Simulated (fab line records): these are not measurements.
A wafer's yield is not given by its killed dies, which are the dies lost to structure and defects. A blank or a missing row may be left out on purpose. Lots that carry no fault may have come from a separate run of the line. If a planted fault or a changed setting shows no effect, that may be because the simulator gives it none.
A struck lot beside a sound one | flow sfq-line | 14 steps out of a route of 325
Sound: wafers L642.2, L642.3, L642.4. Struck: wafers L648.2, L648.4 (left out: L648.3, a lot-mate that was not struck); the cause follows at the end.
For every step that has rows: the tool of each side, followed by ch and its chambers, followed by its first start. Under that, the readings that differ: sound wafers | struck wafers | difference of the means | sigmas: that difference in standard deviations of wafers without a fault.
alike: readings with means less than 2 such deviations apart, plus words and numbers identical on both sides. not compared: withheld readings, readings lacking a value on some wafer, bounds such as >300 that could conceal the same value, and numbers that have no deviation in the record and whose values overlap.
Wherever a step has rows on one side only, a row that says differs or no value, or a row with sigmas, the two part there. Numbers that have no deviation but don't overlap get no sigmas and don't part them. Lack of a reading on every wafer of one side parts them only where that side has two or more wafers.

first, 6 steps without rows for these wafers: SFQ_TRILAYER_M4_LITHO_COAT_098 (resist thk 62 nm); SFQ_TRILAYER_M4_LITHO_COAT_093 (resist thk 600 nm); SFQ_TRILAYER_M4_LITHO_SOFTBAKE_097; SFQ_TRILAYER_M4_LITHO_EXPOSE_094 (exposes mask M4, target cd 500 nm); SFQ_TRILAYER_M4_LITHO_PEB_096 (peb time 60 s); SFQ_TRILAYER_M4_LITHO_DEVELOP_095 (time 60 s).
SFQ_M4_OVL_MEAS_926:
  sound: overlay-01 at day 45 19:02; struck: overlay-02 at day 47 15:17
  alike: M4_OVL
SFQ_TRILAYER_M4_BARC_OPEN_METAL_ETCH_123: etches BARC in O2, target depth 125 nm, time 41.7 s.
  sound on rie-metal-01 ch 0, day 45 19:05; struck on rie-metal-04 ch 1, day 47 15:19
  alike: chamber-pressure-mTorr, drypump-motor-current-A, oes-product-au
  not compared: rf-hours-counter-h
SFQ_TRILAYER_M4_ETCH_METAL_ETCH_096: etches Nb in Cl2/Ar, stops on SiO2, target depth 240 nm, time 120 s.
  sound on rie-metal-01 ch 0, day 45 19:14; struck on rie-metal-04 ch 1, day 47 15:23
  alike: chamber-pressure-mTorr, drypump-motor-current-A, oes-product-au
  not compared: rf-hours-counter-h
SFQ_TRILAYER_M4_STRIP_STRIP_097: strips in O2.
  sound on rie-metal-01 ch 0, day 45 19:38; struck on rie-metal-04 ch 1, day 47 15:30
  reading               | sound             | struck      | difference | sigmas
  oes-product-au (a.u.) | 0.991 0.983 0.986 | 1.012 1.007 | +0.023     | +3
  alike: chamber-pressure-mTorr, drypump-motor-current-A
  not compared: rf-hours-counter-h
then, 1 step without rows for these wafers: SFQ_TRILAYER_M4_STRIP_SOLV_CLEAN_098 (cleans in NMP, time 600 s).
SFQ_TRILAYER_I4_DEP_PECVD_099: deposits SiO2 from SiH4/N2O, time 111.11 s, target thk 500 nm.
  sound on pecvd-04 ch 0,1,2, day 45 20:49; struck on pecvd-04 ch 0, day 47 16:17
  reading                                             | sound             | struck      | difference | sigmas
  rf-fwd-power-W (W)                                  | 183.2 183.0 181.8 | 210.4 210.3 | +27.7      | +41
  showerhead-vpp-V (V)                                | 814 831 828       | 901 882     | +67        | +3
  model.SiO2_of_TRILAYER_I4_DEP_PECVD_099.thk-nm (nm) | 495.7 501.7 512.7 | 513.3 522.4 | +14.5      |
  alike: heater-power-w, throttle-valve-pct
  not compared: since-wet-clean-h
SFQ_TRILAYER_I4_CMP_CMP_100: polishes SiO2.
  sound on cmp-02 ch 1,2,3, day 45 21:19; struck on cmp-02 ch 2,3, day 47 18:38
  reading                | sound       | struck  | difference | sigmas
  time-to-endpoint-s (s) | 211 220 226 | 234 234 | +15        | +2
  alike: edge-zone-pressure-frac, motor-current-A
SFQ_I4_BOW_MEAS_927:
  sound: film-metro-01 at day 46 00:20; struck: film-metro-01 at day 47 21:40
  reading     | sound   | struck | difference | sigmas
  I4_BOW (um) | 4 -3 -9 | 11 16  | +16        | +2

WHERE THEY PART
Last at SFQ_I4_BOW_MEAS_927 as far as this record goes, first at SFQ_TRILAYER_M4_STRIP_STRIP_097.

WHY: the cause the simulator had injected
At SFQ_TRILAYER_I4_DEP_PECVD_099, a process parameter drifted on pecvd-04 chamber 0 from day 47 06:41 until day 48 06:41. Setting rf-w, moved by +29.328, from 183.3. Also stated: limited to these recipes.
